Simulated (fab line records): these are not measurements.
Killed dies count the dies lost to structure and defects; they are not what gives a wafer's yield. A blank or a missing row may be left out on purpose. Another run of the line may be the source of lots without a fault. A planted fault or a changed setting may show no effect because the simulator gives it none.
Which tool is to blame? || flow gf180mcu || 13 lots, 39 wafers sampled, at 5 steps of a route of 602

== WHAT THE GAUGES READ, wafer by wafer ==
GF_STI_CD_MEAS_12: target cd 220 nm.
{"lot": "L618", "measured": "day 2 01:51", "on": "cd-sem-02", "cd-nm (nm)": "220.1 221.1 221.2"}
{"lot": "L619", "measured": "day 2 06:20", "on": "cd-sem-01", "cd-nm (nm)": "218.8 219.0 219.6"}
{"lot": "L620", "measured": "day 2 11:15", "on": "cd-sem-02", "cd-nm (nm)": "219.6 219.5 220.0"}
{"lot": "L621", "measured": "day 2 16:35", "on": "cd-sem-01", "cd-nm (nm)": "219.7 220.3 220.9"}
{"lot": "L622", "measured": "day 2 22:18", "on": "cd-sem-02", "cd-nm (nm)": "221.5 221.4 222.3"}
{"lot": "L625", "measured": "day 3 13:09", "on": "cd-sem-01", "cd-nm (nm)": "220.8 220.7 219.9"}
{"lot": "L627", "measured": "day 4 01:02", "on": "cd-sem-02", "cd-nm (nm)": "221.0 219.6 219.5"}
{"lot": "L634", "measured": "day 5 11:21", "on": "cd-sem-01", "cd-nm (nm)": "220.0 219.1 220.0"}
{"lot": "L635", "measured": "day 5 16:31", "on": "cd-sem-01", "cd-nm (nm)": "220.2 221.2 219.9"}
{"lot": "L636", "measured": "day 6 00:23", "on": "cd-sem-02", "cd-nm (nm)": "220.0 219.6 218.6"}
{"lot": "L637", "measured": "day 6 02:13", "on": "cd-sem-02", "cd-nm (nm)": "221.2 221.6 221.8"}
{"lot": "L639", "measured": "day 6 14:45", "on": "cd-sem-01", "cd-nm (nm)": "219.4 219.8 219.5"}
{"lot": "L641", "measured": "day 6 23:39", "on": "cd-sem-01", "cd-nm (nm)": "221.3 220.4 221.1"}

GF_VT_IMPLANT_OVL_MEAS_29.
{"lot": "L618", "measured": "day 6 19:20", "on": "overlay-01", "VT_IMPLANT_02_OVL (nm)": "0.1 0.2 0.2"}
{"lot": "L619", "measured": "day 6 23:37", "on": "overlay-02", "VT_IMPLANT_02_OVL (nm)": "-0.4 0.4 0.6"}
{"lot": "L620", "measured": "day 7 08:10", "on": "overlay-02", "VT_IMPLANT_02_OVL (nm)": "1.3 0.7 -0.6"}
{"lot": "L621", "measured": "day 7 13:59", "on": "overlay-02", "VT_IMPLANT_02_OVL (nm)": "0.8 1.3 -0.2"}
{"lot": "L622", "measured": "day 7 22:52", "on": "overlay-01", "VT_IMPLANT_02_OVL (nm)": "1.7 -0.2 2.8"}
{"lot": "L625", "measured": "day 8 16:17", "on": "overlay-02", "VT_IMPLANT_02_OVL (nm)": "1.7 1.9 2.8"}
{"lot": "L627", "measured": "day 9 07:40", "on": "overlay-01", "VT_IMPLANT_02_OVL (nm)": "-1.9 0.0 -0.8"}
{"lot": "L634", "measured": "day 11 04:46", "on": "overlay-02", "VT_IMPLANT_02_OVL (nm)": "-3.1 -1.4 -2.1"}
{"lot": "L635", "measured": "day 11 13:29", "on": "overlay-02", "VT_IMPLANT_02_OVL (nm)": "0.5 -0.3 -2.9"}
{"lot": "L636", "measured": "day 11 18:13", "on": "overlay-02", "VT_IMPLANT_02_OVL (nm)": "-0.4 1.9 0.0"}
{"lot": "L637", "measured": "day 12 00:21", "on": "overlay-02", "VT_IMPLANT_02_OVL (nm)": "2.3 1.4 1.1"}
{"lot": "L639", "measured": "day 12 12:38", "on": "overlay-01", "VT_IMPLANT_02_OVL (nm)": "1.2 0.5 0.4"}
{"lot": "L641", "measured": "day 13 02:13", "on": "overlay-02", "VT_IMPLANT_02_OVL (nm)": "0.8 0.5 1.4"}

GF_POLY_GATE_CD_MEAS_10: target cd 280 nm.
{"lot": "L618", "measured": "day 9 02:19", "on": "cd-sem-02", "cd-nm (nm)": "278.9 279.1 279.3"}
{"lot": "L619", "measured": "day 9 05:41", "on": "cd-sem-01", "cd-nm (nm)": "279.7 279.0 279.3"}
{"lot": "L620", "measured": "day 9 17:34", "on": "cd-sem-02", "cd-nm (nm)": "278.7 280.2 279.9"}
{"lot": "L621", "measured": "day 9 20:43", "on": "cd-sem-01", "cd-nm (nm)": "281.1 280.0 280.1"}
{"lot": "L622", "measured": "day 10 08:37", "on": "cd-sem-01", "cd-nm (nm)": "280.0 279.5 279.3"}
{"lot": "L625", "measured": "day 11 03:00", "on": "cd-sem-02", "cd-nm (nm)": "283.6 284.7 284.5"}
{"lot": "L627", "measured": "day 11 19:39", "on": "cd-sem-02", "cd-nm (nm)": "284.0 284.3 284.8"}
{"lot": "L634", "measured": "day 13 23:12", "on": "cd-sem-02", "cd-nm (nm)": "279.8 280.7 281.5"}
{"lot": "L635", "measured": "day 14 10:21", "on": "cd-sem-02", "cd-nm (nm)": "278.9 279.3 279.9"}
{"lot": "L636", "measured": "day 14 16:05", "on": "cd-sem-02", "cd-nm (nm)": "280.1 280.4 280.8"}
{"lot": "L637", "measured": "day 14 19:35", "on": "cd-sem-02", "cd-nm (nm)": "279.3 278.6 278.8"}
{"lot": "L639", "measured": "day 15 07:21", "on": "cd-sem-01", "cd-nm (nm)": "278.6 279.0 279.2"}
{"lot": "L641", "measured": "day 15 22:30", "on": "cd-sem-01", "cd-nm (nm)": "280.2 280.4 280.6"}

GF_POLY_GATE_CD_MEAS_18.
{"lot": "L618", "measured": "day 9 04:04", "on": "cd-sem-01", "cd-nm (nm)": "279.4 281.2 280.1"}
{"lot": "L619", "measured": "day 9 09:20", "on": "cd-sem-01", "cd-nm (nm)": "279.1 277.8 278.0"}
{"lot": "L620", "measured": "day 9 19:33", "on": "cd-sem-01", "cd-nm (nm)": "279.9 280.0 278.8"}
{"lot": "L621", "measured": "day 9 22:28", "on": "cd-sem-01", "cd-nm (nm)": "283.1 279.5 280.1"}
{"lot": "L622", "measured": "day 10 10:21", "on": "cd-sem-01", "cd-nm (nm)": "279.4 277.6 279.6"}
{"lot": "L625", "measured": "day 11 04:54", "on": "cd-sem-02", "cd-nm (nm)": "286.4 284.8 286.8"}
{"lot": "L627", "measured": "day 11 21:23", "on": "cd-sem-02", "cd-nm (nm)": "282.9 285.2 285.7"}
{"lot": "L634", "measured": "day 14 01:16", "on": "cd-sem-02", "cd-nm (nm)": "280.1 280.2 282.8"}
{"lot": "L635", "measured": "day 14 12:18", "on": "cd-sem-02", "cd-nm (nm)": "278.5 279.5 279.3"}
{"lot": "L636", "measured": "day 14 17:48", "on": "cd-sem-02", "cd-nm (nm)": "283.4 281.2 282.1"}
{"lot": "L637", "measured": "day 14 22:47", "on": "cd-sem-01", "cd-nm (nm)": "281.2 281.6 276.6"}
{"lot": "L639", "measured": "day 15 09:34", "on": "cd-sem-02", "cd-nm (nm)": "277.1 282.1 280.5"}
{"lot": "L641", "measured": "day 16 00:48", "on": "cd-sem-02", "cd-nm (nm)": "278.2 280.7 278.2"}

== EACH LOT AND THE TOOL THAT RAN IT (in order: tool; ch and the chambers of the sampled wafers; start) ==
{"lot": "L618", "GF_POLY_GATE_PEB_08": "litho-track-02 ch 0, day 9 01:59"}
{"lot": "L619", "GF_POLY_GATE_PEB_08": "litho-track-01 ch 0, day 9 05:20"}
{"lot": "L620", "GF_POLY_GATE_PEB_08": "litho-track-01 ch 0, day 9 17:14"}
{"lot": "L621", "GF_POLY_GATE_PEB_08": "litho-track-02 ch 0, day 9 20:23"}
{"lot": "L622", "GF_POLY_GATE_PEB_08": "litho-track-02 ch 0, day 10 08:17"}
{"lot": "L625", "GF_POLY_GATE_PEB_08": "litho-track-02 ch 0, day 11 02:39"}
{"lot": "L627", "GF_POLY_GATE_PEB_08": "litho-track-02 ch 0, day 11 19:18"}
{"lot": "L634", "GF_POLY_GATE_PEB_08": "litho-track-01 ch 0, day 13 22:51"}
{"lot": "L635", "GF_POLY_GATE_PEB_08": "litho-track-04 ch 0, day 14 10:01"}
{"lot": "L636", "GF_POLY_GATE_PEB_08": "litho-track-04 ch 0, day 14 15:44"}
{"lot": "L637", "GF_POLY_GATE_PEB_08": "litho-track-04 ch 0, day 14 19:14"}
{"lot": "L639", "GF_POLY_GATE_PEB_08": "litho-track-01 ch 0, day 15 07:00"}
{"lot": "L641", "GF_POLY_GATE_PEB_08": "litho-track-02 ch 0, day 15 22:09"}
- GF_POLY_GATE_PEB_08: peb time 90 s.

== WHAT THE TOOLS THEMSELVES READ (means of the sampled wafers that have a number; where no wafer has one, the mark that the record gives instead) ==
GF_POLY_GATE_PEB_08.
{"lot": "L618", "tool": "litho-track-02", "heater-power-total-W (W)": 85.42, "plate-temp-C (C)": 134.57}
{"lot": "L619", "tool": "litho-track-01", "heater-power-total-W (W)": 85.51, "plate-temp-C (C)": 134.85}
{"lot": "L620", "tool": "litho-track-01", "heater-power-total-W (W)": 85.46, "plate-temp-C (C)": 134.68}
{"lot": "L621", "tool": "litho-track-02", "heater-power-total-W (W)": 85.50, "plate-temp-C (C)": 134.57}
{"lot": "L622", "tool": "litho-track-02", "heater-power-total-W (W)": 85.46, "plate-temp-C (C)": 134.90}
{"lot": "L625", "tool": "litho-track-02", "heater-power-total-W (W)": 90.97, "plate-temp-C (C)": "-"}
{"lot": "L627", "tool": "litho-track-02", "heater-power-total-W (W)": 91.05, "plate-temp-C (C)": "-"}
{"lot": "L634", "tool": "litho-track-01", "heater-power-total-W (W)": 85.46, "plate-temp-C (C)": 134.62}
{"lot": "L635", "tool": "litho-track-04", "heater-power-total-W (W)": 85.38, "plate-temp-C (C)": 134.78}
{"lot": "L636", "tool": "litho-track-04", "heater-power-total-W (W)": 85.37, "plate-temp-C (C)": 134.63}
{"lot": "L637", "tool": "litho-track-04", "heater-power-total-W (W)": 85.39, "plate-temp-C (C)": 134.68}
{"lot": "L639", "tool": "litho-track-01", "heater-power-total-W (W)": 85.44, "plate-temp-C (C)": 134.81}
{"lot": "L641", "tool": "litho-track-02", "heater-power-total-W (W)": 85.40, "plate-temp-C (C)": 134.67}

== THE ANSWER, worked out from the rows above alone ==
Rule: the usual values come from the lots themselves. Put in order of their means at a reading, lots are off if they are a third of the lots or fewer, leave a main group of 4 or more, and stand apart from it by a gap of 3 or more times the standard deviation of the main group's means; of several such gaps the widest counts. The tables above print the reading to a certain number of digits; a main group whose means all agree to those digits is not used. A lot without any number at a reading at which 4 lots or more have one is off too. The other lots that the step has rows for count as sound. After the gauges, taken in route order, come the tools' own readings; for these a lot's mean is taken, as printed above. At the first step where some lot is off, the reading lying furthest off is the one used; lots without a number count as furthest.
Off: L625, L627 (GF_POLY_GATE_CD_MEAS_10, cd-nm). Mean 279.7 nm and standard deviation 0.63 in the main group.
A tool fits if, at a process step before that reading, it ran every lot that is off, and no sound lot after the first of them. The gauges at GF_POLY_GATE_CD_MEAS_10 aren't tried: what is off there is off at GF_POLY_GATE_PEB_08 too, on other tools, and a gauge's error can't cause that. No candidate that was tried fits.

== WHAT THE SIMULATOR HAD INSERTED ==
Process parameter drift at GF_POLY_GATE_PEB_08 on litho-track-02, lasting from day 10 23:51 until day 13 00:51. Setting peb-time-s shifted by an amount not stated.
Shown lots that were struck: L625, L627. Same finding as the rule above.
